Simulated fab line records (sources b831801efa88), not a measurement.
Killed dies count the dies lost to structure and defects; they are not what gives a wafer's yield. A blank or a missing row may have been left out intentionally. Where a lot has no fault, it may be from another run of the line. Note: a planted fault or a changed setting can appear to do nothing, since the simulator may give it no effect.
A single fault, viewed from 2 desks -- flow sky130 -- each desk has only its own numbers; what lay behind them comes last

## FOR THE TOOL OWNER'S DESK: lithoTrack-01
The tool's own readings at SKY_LDD_P_COAT_02 (resist thk 1140 nm): means of the sampled wafers that have a number, for each lot that ran on this tool. Marked OUT: a lot whose mean sits more than 4 standard deviations from the usual mean, which makes it out of limits; the brackets give that distance.
Columns: A = chillPlateTempC at SKY_LDD_P_COAT_02, usual 23.01 C; B = spinSpeedRpm at SKY_LDD_P_COAT_02, usual 2999.9 rpm
lot,first seen here,A,B
L191,day 20 15:31,23.01,2999.9
L198,day 22 17:34,23.06,3045.7 (+25) OUT
L199,day 23 03:40,22.99,3043.9 (+24) OUT
L201,day 23 22:38,23.06,3043.9 (+24) OUT
L206,day 26 07:49,23.01,3000.9
L209,day 27 08:28,22.98,3000.5
Finding of this desk: L198, L199, L201 out of limits; the first was L198 at day 22 17:34, on spinSpeedRpm at SKY_LDD_P_COAT_02. Within limits: L191, L206, L209.

## THE METROLOGY DESK
What the gauges read, lot by lot, whatever tool the lot ran on: means of the sampled wafers that have a number. Marked OUT: a lot whose mean sits more than 4 standard deviations from the usual mean, which makes it out of limits; the brackets give that distance.
Columns: A = POLY_GATE_OXIDATION_THK at SKY_POLY_GATE_THK_MEAS_21, usual 4.00 nm; B = LDD_HVP_OVL at SKY_LDD_HVP_OVL_MEAS_07, usual -0.5 nm; C = LDD_LDN_OVL at SKY_LDD_LDN_OVL_MEAS_07, usual -0.5 nm
lot,first seen here,A,B,C
L189,day 17 07:12,4.00,-1.0,-0.6
L190,day 18 01:37,4.16,-0.5,-2.4
L191,day 18 15:50,3.96,2.0,-0.8
L196,day 20 04:02,4.12,0.9,-0.7
L198,day 20 18:40,3.91,0.2,-2.5
L199,day 21 04:30,4.08,-2.6,-0.6
L201,day 22 00:41,4.04,-2.1,0.5
L203,day 22 07:53,4.04,-0.4,0.1
L202,day 22 17:52,3.95,1.0,1.3
L204,day 23 01:52,3.94,0.7,-0.3
L206,day 24 10:50,3.99,-3.0,1.1
L207,day 25 04:02,3.93,-1.1,-1.2
L209,day 25 13:03,3.96,0.4,-1.0
Finding of this desk: none of the 13 lots has anything out of limits.

## PUT TOGETHER
An alarm could have come from the tool owner's desk at day 22 17:34, on L198, L199, L201.
Metrology desk: nothing out of limits seen.
The metrology desk holds a record of L198, L199, L201, inside its limits.
All the named lots went through SKY_LDD_P_COAT_02 on lithoTrack-01.

## WHAT WAS PUT IN BY THE SIMULATOR
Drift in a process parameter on lithoTrack-01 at SKY_LDD_P_COAT_02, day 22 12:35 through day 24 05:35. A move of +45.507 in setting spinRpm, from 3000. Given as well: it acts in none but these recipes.
Shown lots that were struck: L198, L199, L201.
Hours from the fault's start to each desk's first reading out of limits: the tool owner's desk, 5.
